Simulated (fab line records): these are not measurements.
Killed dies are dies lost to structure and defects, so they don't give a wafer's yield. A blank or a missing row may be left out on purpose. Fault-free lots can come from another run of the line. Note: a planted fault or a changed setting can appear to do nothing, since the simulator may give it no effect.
fab line records ; flow gf180mcu
record lots=15; wafers=45; last_day=34
route steps=602 shown V2@408 M3@423 V4@480 V5@553
lots that met no fault: from a run of the same line without faults
start_h: the number of hours between the record's first day and the start of the first shown wafer of the lot ; wait_h: time in hours since the lot's previous step ; " same as the row above ; L1.1+2: a row that stands for several wafers ; - either no value or no given start ; * or withheld: withheld ; < > ~ a bound
route shown NAME@n: NAME is a module with steps in the file, n the number in the route of the first one ; usual: mean and standard deviation over wafers with no fault ; same: alike in all rows ; chamber/n: place in a boat ; sites: per-site readings ; _std_site: the values' standard deviation ; _edge_site: the outer-site mean with the inner-site mean subtracted ; radius_mm: for every site, how far away it sits from the centre of the wafer ; mask NAME#n: copy n ; behind: tool/chamber where the wafer was last shaped ; hold: what put the lot on hold/how long, in hours/how the hold closed ; device: which transistor (n, p or np) failed to switch ; end of line: at the end of the route, the tests of the same wafers ; for a step that has no rows: nothing shown but its recipe ; killed: at the first sort, the dies lost to defects and structure; wafer yield is something else ; map: per-die view of a wafer (x killed, . not killed, _ where there is no die)
set.NAME: the setting that was run; set.NAME@STEP: the one run at that earlier step ; model.NAME: the simulator's own value behind a step, which no gauge read
the route's steps for a sample of lots (tables are steps, rows are wafers)
services: a tool's chamber out of use, with start hour (start_h, from the record's first day; less than 0 if before it), hours out, and reason
## steps
# step GF_V2_CMP_26
# recipe stop_on=SiO2; down_force_psi=3.5; platen_rpm=60; t_overpolish_s=15; target_thk_nm=0; pad_velocity_m_s=0.94248
# usual motor_current_A=11.2/0.98; overpolish_run_s=14.999/0.0086; platen_rpm=59.99/0.042; slurry_filter_dp_kPa=13.49/0.14; time_to_endpoint_s=84.1/2.8
lot.wafer;tool;chamber;start_h;wait_h;motor_current_A;overpolish_run_s;platen_rpm;slurry_filter_dp_kPa;time_to_endpoint_s
L953.3;cmp-02;2;463.77;0.0;11.6;15.009;60.04;13.52;80.5
L953.4;cmp-02;3;463.77;0.0;12.1;15.002;59.97;13.61;83.9
L953.6;cmp-02;2;463.77;0.0;11.3;15.003;60.04;13.55;84.3
L954.1;cmp-02;2;471.33;0.1;11.6;15.003;59.98;13.12;84.1
L954.6;cmp-02;2;471.33;0.1;11.4;14.990;60.06;13.26;84.7
L954.5;cmp-02;3;471.33;0.1;11.7;15.007;60.01;13.48;85.4
L955.2;cmp-02;0;484.59;0.0;9.4;15.004;59.98;13.44;81.6
L955.3;cmp-02;1;484.59;0.0;11.5;14.991;59.95;13.33;84.0
L955.6;cmp-02;0;484.59;0.0;9.6;15.002;59.94;13.57;82.6
L958.4;cmp-01;0;512.91;0.1;11.4;15.005;59.97;13.37;84.4
L958.2;cmp-01;1;512.91;0.1;11.2;14.992;59.98;13.52;87.3
L958.3;cmp-01;2;512.91;0.1;13.0;15.007;60.04;13.62;84.4
L960.4;cmp-01;2;538.18;0.3;12.8;14.991;59.99;13.53;85.6
L960.2;cmp-01;0;538.18;0.3;10.4;15.003;60.01;13.39;82.0
L960.6;cmp-01;2;538.18;0.3;13.1;15.006;59.91;13.44;82.8
L961.1;cmp-01;0;542.60;0.2;11.3;14.999;59.98;13.40;79.3
L961.6;cmp-01;1;542.60;0.2;10.9;14.996;59.95;13.65;84.6
L961.5;cmp-01;2;542.60;0.2;12.8;14.997;59.99;13.45;81.1
L962.3;cmp-02;1;548.69;0.0;11.7;15.016;59.94;13.48;78.0
L962.1;cmp-02;0;548.69;0.0;9.8;15.002;60.03;13.45;80.5
L962.5;cmp-02;1;548.69;0.0;12.0;14.981;59.99;13.47;85.3
L963.3;cmp-01;3;561.52;0.1;9.0;14.999;59.93;13.54;84.1
L963.1;cmp-01;0;561.52;0.1;11.5;14.992;59.99;13.58;81.5
L963.6;cmp-01;2;561.52;0.1;13.1;14.997;60.04;13.56;84.8
L966.3;cmp-01;1;579.32;0.1;11.5;14.970;59.94;13.66;91.7
L966.6;cmp-01;3;579.32;0.1;9.8;14.996;59.95;13.76;83.8
L966.5;cmp-01;0;579.32;0.1;11.1;14.992;60.00;13.42;83.8
L967.2;cmp-01;3;588.97;0.0;9.4;14.999;60.08;13.42;81.2
L967.1;cmp-01;0;588.97;0.0;10.9;14.990;60.01;13.46;83.7
L967.6;cmp-01;0;588.97;0.0;11.0;15.009;60.00;13.51;82.1
L968.3;cmp-02;0;593.10;0.2;10.1;14.995;59.98;13.52;84.4
L968.5;cmp-02;1;593.10;0.2;11.3;14.996;59.99;13.34;87.5
L968.6;cmp-02;2;593.10;0.2;11.3;15.003;59.94;13.42;87.5
L973.4;cmp-02;2;631.44;0.0;11.2;15.002;59.97;13.78;84.3
L973.2;cmp-02;0;631.44;0.0;10.3;15.007;59.94;13.72;85.7
L973.3;cmp-02;1;631.44;0.0;11.0;14.995;60.02;13.45;86.1
L974.4;cmp-02;0;637.38;0.0;10.2;14.997;60.00;13.51;85.6
L974.2;cmp-02;2;637.38;0.0;11.5;15.002;59.96;13.45;88.9
L974.6;cmp-02;1;637.38;0.0;11.2;14.983;59.97;13.34;89.2
L975.2;cmp-02;0;644.24;0.0;10.2;15.009;59.99;13.34;82.2
L975.3;cmp-02;2;644.24;0.0;11.5;15.011;60.09;13.55;84.7
L975.5;cmp-02;0;644.24;0.0;10.5;14.993;60.05;13.38;83.5
L976.3;cmp-02;2;649.56;0.1;11.3;14.996;59.98;13.50;84.7
L976.1;cmp-02;0;649.56;0.1;9.7;15.007;60.00;13.67;85.1
L976.6;cmp-02;1;649.56;0.1;11.6;15.013;59.95;13.42;87.4
# step GF_M3_CD_MEAS_14
# recipe target_cd_nm=280
# usual cd_nm=280.0/1.3
lot.wafer;tool;chamber;start_h;wait_h;cd_nm
L953.3;cd_sem-01;-;488.49;0.1;280.1
L953.4;cd_sem-01;-;488.49;0.1;281.1
L953.6;cd_sem-01;-;488.49;0.1;279.4
L954.1;cd_sem-01;-;496.01;0.1;281.4
L954.5;cd_sem-01;-;496.01;0.1;282.1
L954.6;cd_sem-01;-;496.01;0.1;281.0
L955.2;cd_sem-01;-;508.71;0.1;279.7
L955.3;cd_sem-01;-;508.71;0.1;281.3
L955.6;cd_sem-01;-;508.71;0.1;279.6
L958.2;cd_sem-01;-;537.25;0.1;279.4
L958.3;cd_sem-01;-;537.25;0.1;279.7
L958.4;cd_sem-01;-;537.25;0.1;280.2
L960.2;cd_sem-02;-;561.25;0.1;280.1
L960.4;cd_sem-02;-;561.25;0.1;279.9
L960.6;cd_sem-02;-;561.25;0.1;279.5
L961.1;cd_sem-02;-;565.16;0.1;278.7
L961.5;cd_sem-02;-;565.16;0.1;279.5
L961.6;cd_sem-02;-;565.16;0.1;279.1
L962.1;cd_sem-01;-;571.41;0.1;278.7
L962.3;cd_sem-01;-;571.41;0.1;279.5
L962.5;cd_sem-01;-;571.41;0.1;278.0
L963.1;cd_sem-01;-;583.30;0.1;281.2
L963.3;cd_sem-01;-;583.30;0.1;279.4
L963.6;cd_sem-01;-;583.30;0.1;279.5
L966.3;cd_sem-02;-;600.52;0.1;281.6
L966.5;cd_sem-02;-;600.52;0.1;281.7
L966.6;cd_sem-02;-;600.52;0.1;282.1
L967.1;cd_sem-01;-;610.31;0.1;279.2
L967.2;cd_sem-01;-;610.31;0.1;280.0
L967.6;cd_sem-01;-;610.31;0.1;280.4
L968.3;cd_sem-02;-;614.97;0.1;279.8
L968.5;cd_sem-02;-;614.97;0.1;280.2
L968.6;cd_sem-02;-;614.97;0.1;281.1
L973.2;cd_sem-01;-;651.48;0.1;280.9
L973.3;cd_sem-01;-;651.48;0.1;282.0
L973.4;cd_sem-01;-;651.48;0.1;281.2
L974.2;cd_sem-01;-;657.23;0.1;282.2
L974.4;cd_sem-01;-;657.23;0.1;281.7
L974.6;cd_sem-01;-;657.23;0.1;281.3
L975.2;cd_sem-01;-;664.48;0.1;279.2
L975.3;cd_sem-01;-;664.48;0.1;278.4
L975.5;cd_sem-01;-;664.48;0.1;279.1
L976.1;cd_sem-01;-;669.53;0.1;279.8
L976.3;cd_sem-01;-;669.53;0.1;278.8
L976.6;cd_sem-01;-;669.53;0.1;279.5
# step GF_V4_CMP_04
# recipe material=SiO2; down_force_psi=4; platen_rpm=60; pad_velocity_m_s=0.94248
# usual motor_current_A=12.1/1.1; platen_rpm=59.99/0.042; slurry_filter_dp_kPa=13.51/0.15; time_to_endpoint_s=83/6.7
lot.wafer;tool;chamber;start_h;wait_h;motor_current_A;platen_rpm;slurry_filter_dp_kPa;time_to_endpoint_s
L953.4;cmp-02;3;539.19;0.0;12.5;59.96;13.39;87
L953.3;cmp-02;1;539.19;0.0;12.4;59.94;13.45;79
L953.6;cmp-02;0;539.19;0.0;10.8;60.03;13.70;87
L954.1;cmp-01;0;547.81;0.2;11.8;59.99;13.58;80
L954.6;cmp-01;1;547.81;0.2;12.2;59.99;13.60;89
L954.5;cmp-01;2;547.81;0.2;13.9;60.05;13.41;91
L955.2;cmp-02;3;558.11;0.0;12.8;60.05;13.61;74
L955.3;cmp-02;1;558.11;0.0;12.2;59.99;13.48;72
L955.6;cmp-02;0;558.11;0.0;11.3;60.00;13.48;75
L958.3;cmp-02;2;586.21;0.0;12.3;59.98;13.61;76
L958.4;cmp-02;3;586.21;0.0;12.7;60.06;13.42;80
L958.2;cmp-02;0;586.21;0.0;11.0;59.99;13.37;79
L960.2;cmp-01;3;608.97;0.0;10.8;60.10;13.46;65
L960.4;cmp-01;0;608.97;0.0;11.8;59.99;13.17;70
L960.6;cmp-01;3;608.97;0.0;10.1;59.94;13.32;69
L961.1;cmp-02;0;612.11;0.1;11.4;60.00;13.60;87
L961.5;cmp-02;3;612.11;0.1;12.9;59.97;13.56;98
L961.6;cmp-02;0;612.11;0.1;11.3;60.07;13.29;96
L962.1;cmp-02;3;617.83;0.1;13.7;59.99;13.68;86
L962.3;cmp-02;0;617.83;0.1;11.5;59.97;13.44;79
L962.5;cmp-02;3;617.83;0.1;12.8;59.98;13.66;93
L963.1;cmp-02;1;629.01;0.1;12.5;59.94;13.24;93
L963.3;cmp-02;0;629.01;0.1;10.4;59.98;13.69;85
L963.6;cmp-02;2;629.01;0.1;12.2;60.01;13.40;94
L966.3;cmp-02;3;645.79;0.2;12.7;60.01;13.48;86
L966.6;cmp-02;0;645.79;0.2;11.0;60.10;13.65;87
L966.5;cmp-02;1;645.79;0.2;13.0;60.01;13.57;91
L967.1;cmp-02;0;656.06;0.1;10.4;60.01;13.36;81
L967.2;cmp-02;2;656.06;0.1;11.9;60.01;13.24;86
L967.6;cmp-02;0;656.06;0.1;10.9;60.04;13.27;91
L968.3;cmp-01;0;658.41;0.1;11.8;60.00;13.34;79
L968.5;cmp-01;2;658.41;0.1;14.4;60.04;13.63;87
L968.6;cmp-01;3;658.41;0.1;10.0;60.05;13.46;80
L973.3;cmp-02;3;695.47;0.0;12.6;59.99;13.38;87
L973.2;cmp-02;0;695.47;0.0;10.9;60.02;13.31;76
L973.4;cmp-02;2;695.47;0.0;12.0;59.94;13.53;84
L974.2;cmp-02;2;700.25;0.0;12.2;60.01;13.59;81
L974.4;cmp-02;0;700.25;0.0;10.6;59.98;13.49;81
L974.6;cmp-02;2;700.25;0.0;12.1;60.02;13.41;87
L975.3;cmp-01;3;706.09;0.0;10.3;59.98;13.57;76
L975.2;cmp-01;2;706.09;0.0;14.7;59.94;13.65;79
L975.5;cmp-01;0;706.09;0.0;12.0;59.98;13.32;86
L976.3;cmp-02;0;711.57;0.0;10.8;59.99;13.64;78
L976.1;cmp-02;1;711.57;0.0;12.1;59.98;13.51;80
L976.6;cmp-02;1;711.57;0.0;11.8;60.06;13.51;92
# step GF_V5_DEVELOP_13
# recipe develop_time_s=60; resist=KrF; dev_temp_c=21
# usual chill_plate_temp_C=22.99/0.11; develop_time_s=60/0; developer_temp_C=21.02/0.11
lot.wafer;tool;chamber;start_h;wait_h;chill_plate_temp_C;develop_time_s;developer_temp_C
L953.3;litho_track-04;0;628.18;0.1;22.94;60;20.84
L953.4;litho_track-04;0;628.18;0.1;23.01;60;21.12
L953.6;litho_track-04;0;628.18;0.1;22.94;60;20.90
L954.1;litho_track-01;0;636.80;0.2;23.21;60;21.01
L954.5;litho_track-01;0;636.80;0.2;23.12;60;21.13
L954.6;litho_track-01;0;636.80;0.2;23.07;60;20.96
L955.2;litho_track-04;0;647.01;0.2;22.95;60;20.97
L955.3;litho_track-04;0;647.01;0.2;22.96;60;21.00
L955.6;litho_track-04;0;647.01;0.2;23.03;60;21.10
L958.2;litho_track-01;0;670.42;0.2;23.05;60;20.97
L958.3;litho_track-01;0;670.42;0.2;23.12;60;21.14
L958.4;litho_track-01;0;670.42;0.2;23.08;60;20.99
L960.2;litho_track-04;0;691.31;0.2;22.95;60;21.08
L960.4;litho_track-04;0;691.31;0.2;23.03;60;21.18
L960.6;litho_track-04;0;691.31;0.2;23.08;60;21.15
L961.1;litho_track-04;0;694.58;0.2;22.96;60;20.97
L961.5;litho_track-04;0;694.58;0.2;22.94;60;21.00
L961.6;litho_track-04;0;694.58;0.2;23.19;60;20.86
L962.1;litho_track-01;0;701.05;0.2;23.01;60;20.97
L962.3;litho_track-01;0;701.05;0.2;22.85;60;21.04
L962.5;litho_track-01;0;701.05;0.2;22.93;60;20.91
L963.1;litho_track-04;0;709.28;0.2;23.11;60;20.85
L963.3;litho_track-04;0;709.28;0.2;23.17;60;20.96
L963.6;litho_track-04;0;709.28;0.2;23.21;60;21.02
L966.3;litho_track-02;-;723.99;0.1;-;-;-
L966.5;litho_track-02;-;723.99;0.1;-;-;-
L966.6;litho_track-02;-;723.99;0.1;-;-;-
L967.1;litho_track-04;-;733.38;0.2;-;-;-
L967.2;litho_track-04;-;733.38;0.2;-;-;-
L967.6;litho_track-04;-;733.38;0.2;-;-;-
L968.3;litho_track-04;-;736.78;0.1;-;-;-
L968.5;litho_track-04;-;736.78;0.1;-;-;-
L968.6;litho_track-04;-;736.78;0.1;-;-;-
L973.2;litho_track-01;0;768.82;0.2;22.89;60;21.02
L973.3;litho_track-01;0;768.82;0.2;22.92;60;21.08
L973.4;litho_track-01;0;768.82;0.2;22.78;60;20.97
L974.2;litho_track-04;0;777.96;0.2;23.00;60;20.82
L974.4;litho_track-04;0;777.96;0.2;23.21;60;20.85
L974.6;litho_track-04;0;777.96;0.2;23.01;60;20.90
L975.2;litho_track-01;0;778.67;0.2;23.10;60;20.96
L975.3;litho_track-01;0;778.67;0.2;23.17;60;20.82
L975.5;litho_track-01;0;778.67;0.2;23.11;60;20.93
L976.1;litho_track-01;0;783.00;0.2;22.95;60;21.07
L976.3;litho_track-01;0;783.00;0.2;22.89;60;20.89
L976.6;litho_track-01;0;783.00;0.2;23.00;60;20.90
## services
tool;chamber;start_h;hours;kind
litho_track-02;-;453.96;-;consumable_replace:filter
cmp-02;-;457.84;0.5;repair
cmp-02;-;528.63;4.0;pm
cmp-01;-;572.00;4.0;pm
cmp-01;-;576.00;-;consumable_replace:conditioner
cmp-01;-;576.00;-;consumable_replace:pad
cmp-02;-;594.11;4.5;repair
cmp-01;-;601.21;0.7;repair
cmp-02;-;605.74;1.1;repair
cmp-01;-;666.36;3.0;pm
cmp-02;-;724.31;0.8;repair
cmp-02;-;724.56;2.7;repair
cmp-01;-;744.04;0.4;repair
cmp-02;-;744.11;4.0;pm
cmp-02;-;748.11;-;consumable_replace:conditioner
cmp-02;-;748.11;-;consumable_replace:pad
cmp-01;-;773.49;1.1;repair
## key
first_sign step=GF_V5_DEVELOP_13; reading=tool_record; direction=missing
effect none on later readings
met_at GF_V5_DEVELOP_13
struck_lots L966,L967,L968
later_rows_left_out L966.3,L966.5,L966.6,L967.1,L967.2,L967.6,L968.3,L968.5,L968.6
sort_left_out L966.3,L966.5,L966.6,L967.1,L967.2,L967.6,L968.3,L968.5,L968.6
not_acting_at GF_V2_CMP_26,GF_M3_CD_MEAS_14,GF_V4_CMP_04
onset_between 709.28 723.99
fault kind=skipped_step_whole; tool=litho_track-02,litho_track-04; chamber=-; onset_h=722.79; steps=GF_V5_DEVELOP_13; scope=struck_lots_only
# sort_left_out: the simulated sort isn't trusted on such a fault, so these wafers' sort isn't shown, and their yield isn't known
# later_rows_left_out: the simulator's readings of these wafers behind a module that went badly wrong aren't trusted and aren't shown, but for the sort
